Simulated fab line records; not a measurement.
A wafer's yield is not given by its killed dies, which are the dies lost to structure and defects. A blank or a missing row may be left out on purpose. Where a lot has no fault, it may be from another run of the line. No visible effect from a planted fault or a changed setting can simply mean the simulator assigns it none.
The tool behind it: which one? ; flow gf180mcu ; 21 wafers from 7 lots sampled at 2 of the route's 602 steps

WHAT THE GAUGES READ, wafer by wafer
GF_VT_IMPLANT_RS_MEAS_46: a four-point-probe measurement.
lot;measured;on;MVSD_RS (ohm/sq)
L992;day 8 01:38;filmMetro-01;457.7 456.5 457.1
L995;day 8 22:43;filmMetro-01;456.3 455.8 455.9
L998;day 9 18:27;filmMetro-03;457.0 457.0 456.6
L100;day 10 09:07;filmMetro-04;456.4 456.0 456.1
L107;day 12 08:47;filmMetro-01;444.2 444.8 443.7
L109;day 12 22:40;filmMetro-04;455.7 454.7 453.9
L113;day 14 01:11;filmMetro-04;457.4 457.1 456.1

WHICH TOOL RAN EACH LOT (tool, then ch and the chambers of the sampled wafers, then the start)
lot;GF_MVSD_IMPLANT_08
L992;implanter-04 ch 0, day 4 21:17
L995;implanter-01 ch 0, day 5 14:58
L998;implanter-01 ch 0, day 6 09:46
L100;implanter-04 ch 0, day 6 20:14
L107;implanter-01 ch 0, day 8 13:07
L109;implanter-04 ch 0, day 9 00:42
L113;implanter-03 ch 0, day 10 01:23
- GF_MVSD_IMPLANT_08

THE ANSWER, worked out from the rows above alone
Rule: the usual values come from the lots themselves. Put in order of their means at a reading, lots are off if they are a third of the lots or fewer, leave a main group of 4 or more, and stand apart from it by a gap of 3 or more times the standard deviation of the main group's means; of several such gaps the widest counts. If all means in a main group match to the digits the tables above print for the reading, that group is not used. A lot without any number at a reading at which 4 lots or more have one is off too. Where the step has rows for the other lots, those lots are counted as sound.
Off: at GF_VT_IMPLANT_RS_MEAS_46 (MVSD_RS), L107. Mean 456.3 ohm/sq and standard deviation 0.79 in the main group.
A tool fits if, at a process step before that reading, it ran every lot that is off, and no sound lot after the first of them. Those tools and the gauges at GF_VT_IMPLANT_RS_MEAS_46 are tried in the same way. This does not decide it: 2 tools fit, namely implanter-01 at GF_MVSD_IMPLANT_08 and filmMetro-01 at GF_VT_IMPLANT_RS_MEAS_46.

WHAT THE SIMULATOR HAD INSERTED
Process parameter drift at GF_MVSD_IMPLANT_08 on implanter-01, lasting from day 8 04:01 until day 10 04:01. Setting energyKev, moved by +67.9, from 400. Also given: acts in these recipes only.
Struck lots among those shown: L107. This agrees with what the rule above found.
